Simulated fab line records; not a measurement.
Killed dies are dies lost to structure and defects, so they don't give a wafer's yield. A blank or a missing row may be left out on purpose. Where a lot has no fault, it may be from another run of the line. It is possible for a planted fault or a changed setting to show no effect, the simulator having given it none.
Which of the tools did it?    flow gf180mcu    32 wafers from 11 lots sampled at 7 of the route's 602 steps

WHAT THE GAUGES SHOWED, per wafer
GF_M3_OVL_MEAS_15. Usual: M3_OVL typically reads 4 nm, with standard deviation 4.5.
lot   measured      on          M3_OVL (nm)  flag
L906  day 21 10:49  overlay-01  1 2 -1       
L908  day 22 10:04  overlay-01  7 6 13       
L909  day 22 17:25  overlay-01  7 12 5       
L910  day 23 08:26  overlay-02  -7 4 0       
L912  day 23 16:14  overlay-01  3 3 2        
L913  day 24 00:50  overlay-01  -1 4 4       
L914  day 24 12:13  overlay-02  3 3 1        
L916  day 25 02:51  overlay-01  3 -3 -2      
L920  day 26 04:09  overlay-01  9 2 0        
L923  day 27 04:43  overlay-01  6 2          
L926  day 27 23:14  overlay-01  9 -1 10      

GF_V3_RS_MEAS_24: measures by four-point-probe. Usual: V3_W_RS typically reads 0.333 ohm/sq, with standard deviation 0.0033.
lot   measured      on             V3_W_RS (ohm/sq)   flag
L906  day 22 13:34  film metro-03  0.330 0.331 0.336  
L908  day 23 12:31  film metro-01  0.331 0.332 0.329  
L909  day 23 18:43  film metro-04  0.332 0.331 0.335  
L910  day 24 09:55  film metro-03  0.333 0.337 0.336  
L912  day 24 16:56  film metro-04  0.330 0.338 0.331  
L913  day 25 00:52  film metro-04  0.335 0.335 0.336  
L914  day 25 12:14  film metro-01  0.332 0.334 0.333  
L916  day 26 01:49  film metro-03  0.335 0.336 0.334  
L920  day 27 02:46  film metro-01  0.286 0.281 0.331  OFF
L923  day 28 02:35  film metro-03  0.284 0.286        OFF
L926  day 28 20:41  film metro-03  0.334 0.334 0.333  

GF_V3_THK_MEAS_25: measures by xrf. Usual: V3_W_THK typically reads 356 nm, with standard deviation 4.8.
lot   measured      on             V3_W_THK (nm)  flag
L906  day 22 13:41  film metro-03  356 352 349    
L908  day 23 12:36  film metro-01  366 364 367    
L909  day 23 18:50  film metro-04  356 358 352    
L910  day 24 10:01  film metro-03  356 351 350    
L912  day 24 17:03  film metro-04  356 350 354    
L913  day 25 00:59  film metro-04  350 352 348    
L914  day 25 12:21  film metro-01  359 359 358    
L916  day 26 01:55  film metro-03  349 349 351    
L920  day 27 02:52  film metro-01  417 422 360    OFF
L923  day 28 02:41  film metro-03  416 417        OFF
L926  day 28 20:47  film metro-03  354 354 353    

GF_M4_RS_MEAS_05: measures by four-point-probe. Usual: M4_ALCU_RS typically reads 0.0698 ohm/sq, with standard deviation 0.00097.
lot   measured      on             M4_ALCU_RS (ohm/sq)   flag
L906  day 22 14:16  film metro-03  0.0684 0.0693 0.0694  
L908  day 23 13:13  film metro-04  0.0710 0.0699 0.0709  
L909  day 23 19:25  film metro-03  0.0705 0.0694 0.0705  
L910  day 24 10:37  film metro-02  0.0694 0.0709 0.0707  
L912  day 24 17:38  film metro-04  0.0693 0.0705 0.0700  
L913  day 25 01:34  film metro-02  0.0704 0.0690 0.0692  
L914  day 25 12:56  film metro-03  0.0722 0.0719 0.0693  
L916  day 26 02:31  film metro-04  0.0703 0.0717 0.0703  
L920  day 27 03:28  film metro-03  0.0694 0.0700 0.0708  
L923  day 28 03:17  film metro-02  0.0694 0.0690         
L926  day 28 21:23  film metro-02  0.0716 0.0707 0.0713  

WHICH TOOL RAN EACH LOT (tool, then ch and the chambers of the sampled wafers, then the start)
lot   GF_V3_SPUTTER_22              GF_V3_CVD_23                   GF_V3_CMP_26
L906  pvd sputter-02, day 22 13:23  cvd w-01 ch 0, day 22 13:26    cmp-02 ch 0,1,2, day 22 13:44
L908  pvd sputter-03, day 23 12:17  cvd w-01 ch 0,1, day 23 12:22  cmp-02 ch 0,1,3, day 23 12:47
L909  pvd sputter-03, day 23 18:34  cvd w-02 ch 0,1, day 23 18:37  cmp-02 ch 1,2,3, day 23 18:54
L910  pvd sputter-03, day 24 09:44  cvd w-01 ch 0,1, day 24 09:46  cmp-01 ch 0,2,3, day 24 10:13
L912  pvd sputter-04, day 24 16:46  cvd w-01 ch 0,1, day 24 16:49  cmp-02 ch 1,2,3, day 24 17:09
L913  pvd sputter-03, day 25 00:42  cvd w-01 ch 0,1, day 25 00:44  cmp-02 ch 1,2,3, day 25 01:02
L914  pvd sputter-02, day 25 12:04  cvd w-01 ch 0,1, day 25 12:07  cmp-01 ch 0,1, day 25 12:27
L916  pvd sputter-04, day 26 01:38  cvd w-01 ch 0,1, day 26 01:40  cmp-01 ch 0,1,2, day 26 01:58
L920  pvd sputter-02, day 27 02:35  cvd w-01 ch 0,1, day 27 02:37  cmp-01 ch 0,1, day 27 02:55
L923  pvd sputter-03, day 28 02:16  cvd w-01 ch 0, day 28 02:25    cmp-01 ch 0,1, day 28 02:49
L926  pvd sputter-02, day 28 20:31  cvd w-02 ch 1, day 28 20:33    cmp-02 ch 0,1,2, day 28 20:56
- GF_V3_SPUTTER_22: material TiN, target thk 10 nm, time 40 s.
- GF_V3_CVD_23: deposits W, target thk 350 nm, time 104.9 s.
- GF_V3_CMP_26: polishes, stops on SiO2, t overpolish 15 s, target thk 0 nm.

AS READ BY THE TOOLS THEMSELVES (means over the sampled wafers that have a number; for cases with no such wafer, the mark the record gives instead)
GF_V3_SPUTTER_22. Usual: cathode dc power W 4000.0 W, standard deviation 0.74; throttle valve pct 30.2 %, standard deviation 1.
lot   tool            cathode dc power W (W)  throttle valve pct (%)  flag
L906  pvd sputter-02  3999.9                  29.8                    
L908  pvd sputter-03  3999.2                  30.8                    
L909  pvd sputter-03  3999.5                  30.7                    
L910  pvd sputter-03  4000.1                  30.8                    
L912  pvd sputter-04  4000.5                  30.2                    
L913  pvd sputter-03  4000.2                  30.4                    
L914  pvd sputter-02  4000.5                  30.2                    
L916  pvd sputter-04  4000.1                  30.9                    
L920  pvd sputter-02  3999.7                  29.7                    
L923  pvd sputter-03  4000.7                  30.1                    
L926  pvd sputter-02  3999.6                  29.9                    

GF_V3_CVD_23. Usual: heater power outer w 516 W, standard deviation 20; heater power w 827 W, standard deviation 27; susceptor temp C 399.98 C, standard deviation 0.23.
lot   tool      heater power outer w (W)  heater power w (W)  susceptor temp C (C)  flag
L906  cvd w-01  509                       807                 399.98                
L908  cvd w-01  523                       822                 399.84                
L909  cvd w-02  502                       868                 400.05                
L910  cvd w-01  506                       817                 399.96                
L912  cvd w-01  517                       810                 399.70                
L913  cvd w-01  529                       820                 399.78                
L914  cvd w-01  521                       815                 400.16                
L916  cvd w-01  525                       826                 399.97                
L920  cvd w-01  534                       836                 405.27                OFF
L923  cvd w-01  544                       868                 408.05                OFF
L926  cvd w-02  471                       843                 400.04                

GF_V3_CMP_26. Usual: edge zone pressure frac 1.000, standard deviation 0.0051; motor current A 11.2 A, standard deviation 1.1; time to endpoint s 83 s, standard deviation 5.2.
lot   tool    edge zone pressure frac  motor current A (A)  time to endpoint s (s)  flag
L906  cmp-02  1.004                    11.0                 86                      
L908  cmp-02  1.002                    11.7                 88                      
L909  cmp-02  1.003                    10.9                 85                      
L910  cmp-01  0.995                    11.8                 79                      
L912  cmp-02  0.996                    11.1                 81                      
L913  cmp-02  0.999                    10.9                 84                      
L914  cmp-01  0.990                    10.9                 88                      
L916  cmp-01  1.002                    11.1                 87                      
L920  cmp-01  1.001                    10.4                 99                      OFF
L923  cmp-01  0.998                    10.8                 96                      
L926  cmp-02  1.003                    11.3                 80                      

THE ANSWER, worked out from the rows above alone
Rule: a lot counts as off when the mean over its wafers that have a number is more than 3 standard deviations away from the usual mean. A lot without any number at a reading at which 4 lots or more have one is off too. Where the step has rows for the other lots, those lots are counted as sound. First the gauges in route order, then the tools' own readings, where a lot's mean is used as printed above. The first step at which some lot is off is used, and at that step the reading that is off furthest; a lot without a number counts as furthest.
Off: L920, L923, seen at GF_V3_RS_MEAS_24 (V3_W_RS).
If a tool, at a process step before that reading, ran all the lots that are off and no sound lot after the first of them, it fits. Not tried: the gauges at GF_V3_RS_MEAS_24; whatever is off there is also off at GF_V3_CVD_23, on other tools, and gauge error can't account for it. One candidate fits, namely cvd w-01 at GF_V3_CVD_23. A fault onset in the window from L916 (day 26 01:40, its last sound lot) to L920 (day 27 02:37, its first lot off) fits.
The tool's own readings at GF_V3_CVD_23 bear it out: on the lots that are off they differ by more than 5 times the standard deviation of the sound lots' means. susceptor temp C reads 406.66 C there against 399.94 C on the sound lots.

WHAT HAD BEEN PUT IN BY THE SIMULATOR
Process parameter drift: cvd w-01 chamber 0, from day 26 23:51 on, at GF_V3_CVD_23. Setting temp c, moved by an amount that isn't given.
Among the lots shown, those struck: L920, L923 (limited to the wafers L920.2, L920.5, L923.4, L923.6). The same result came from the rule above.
